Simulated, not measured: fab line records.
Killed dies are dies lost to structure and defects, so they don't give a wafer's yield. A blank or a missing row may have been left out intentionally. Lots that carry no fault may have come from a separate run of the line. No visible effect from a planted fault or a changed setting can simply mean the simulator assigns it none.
Comparing a struck lot with a sound one || flow sky130 || 14 steps out of a route of 708
Sound: wafers L262.3, L262.4, L262.5. Struck: wafers L273.3, L273.5, L273.6. At the end, the cause is stated.
Order at every step that has rows: each side's tool, ch and its chambers, its first start. Under that, the readings that differ: sound wafers || struck wafers || difference of the means || sigmas: that difference in standard deviations of wafers without a fault.
alike: same words and numbers on both sides, and readings whose means sit less than 2 such deviations apart. not compared: any withheld reading, any reading some wafer has no value for, any bound like >300 that may hide the same value, and any number with overlapping values for which the record gives no deviation.
A row with sigmas, a row that says differs or no value, or rows on one side alone: a step with any of these is where the two part. When numbers do not overlap yet have no deviation, they are printed without sigmas and do not part them. Lack of a reading on every wafer of one side parts them only where that side has two or more wafers.

first, 4 steps without rows for these wafers: SKY_VIA2_SOFTBAKE_08 (time 90 s); SKY_VIA2_EXPOSE_09 (exposes mask VIM2, target cd 200 nm); SKY_VIA2_PEB_10; SKY_VIA2_DEVELOP_11 (develop time 60 s).
SKY_VIA2_CD_MEAS_12: target cd 200 nm.
  sound: cd sem-01 at day 38 22:54; struck: cd sem-02 at day 41 10:35
  alike: cd nm
SKY_VIA2_OVL_MEAS_13:
  sound: overlay-01 at day 38 22:59; struck: overlay-02 at day 41 10:40
  alike: VIA2_OVL
SKY_VIA2_ETCH_14: etches BARC in N2/H2, stops on SiO2, time 45.9 s, target depth 60 nm.
  sound on rie diel-02 ch 1,2,3, day 38 23:01; struck on rie diel-03 ch 0,3, day 41 10:42
  alike: drypump motor current A, oes product au, rf fwd power W, throttle valve pct
  not compared: rf hours counter h
SKY_VIA2_ETCH_15: etches SiO2 in C4F8/O2/Ar, stops on TiN, target depth 546 nm, time 84 s.
  sound on rie diel-02 ch 1,2,3, day 38 23:04; struck on rie diel-03 ch 0,3, day 41 10:44
  alike: oes product au, rf fwd power W
  not compared: rf hours counter h
SKY_VIA2_STRIP_16: strips in O2/N2.
  sound on plasma asher-01 ch 0,1, day 38 23:10; struck on plasma asher-03 ch 0,1, day 41 10:50
  alike: drypump motor current A, oes product au, strip time to endpoint s
  not compared: rf hours counter h
then, 3 steps without rows for these wafers: SKY_VIA2_STRIP_17 (strips in post etch residue remover, time 1200 s); SKY_VIA2_CLEAN_18 (cleans in IPA, time 180 s); SKY_VIA2_CLEAN_19 (cleans in O3/DIW).
SKY_VIA2_SPUTTER_20: material TiN, target thk 20 nm, time 80 s.
  sound: pvd sputter-03 at day 38 23:43; struck: pvd sputter-01 at day 41 11:23
  no value came back on the struck wafers for cathode dc power W (W), chamber pressure pa (Pa), throttle valve pct (%); on the sound wafers cathode dc power W (W) reads 4000.2 3999.8 4000.0
SKY_VIA2_CVD_21: deposits W, target thk 420 nm, time 126.4 s.
  sound on cvd w-02 ch 0,1, day 38 23:50; struck on cvd w-01 ch 0,1, day 41 11:30
  alike: heater power w

## WHERE THEY PART
Within this record, at SKY_VIA2_SPUTTER_20 only. Later steps at which nothing parts them and some readings are alike: SKY_VIA2_CVD_21.

WHY: whatever the simulator had introduced
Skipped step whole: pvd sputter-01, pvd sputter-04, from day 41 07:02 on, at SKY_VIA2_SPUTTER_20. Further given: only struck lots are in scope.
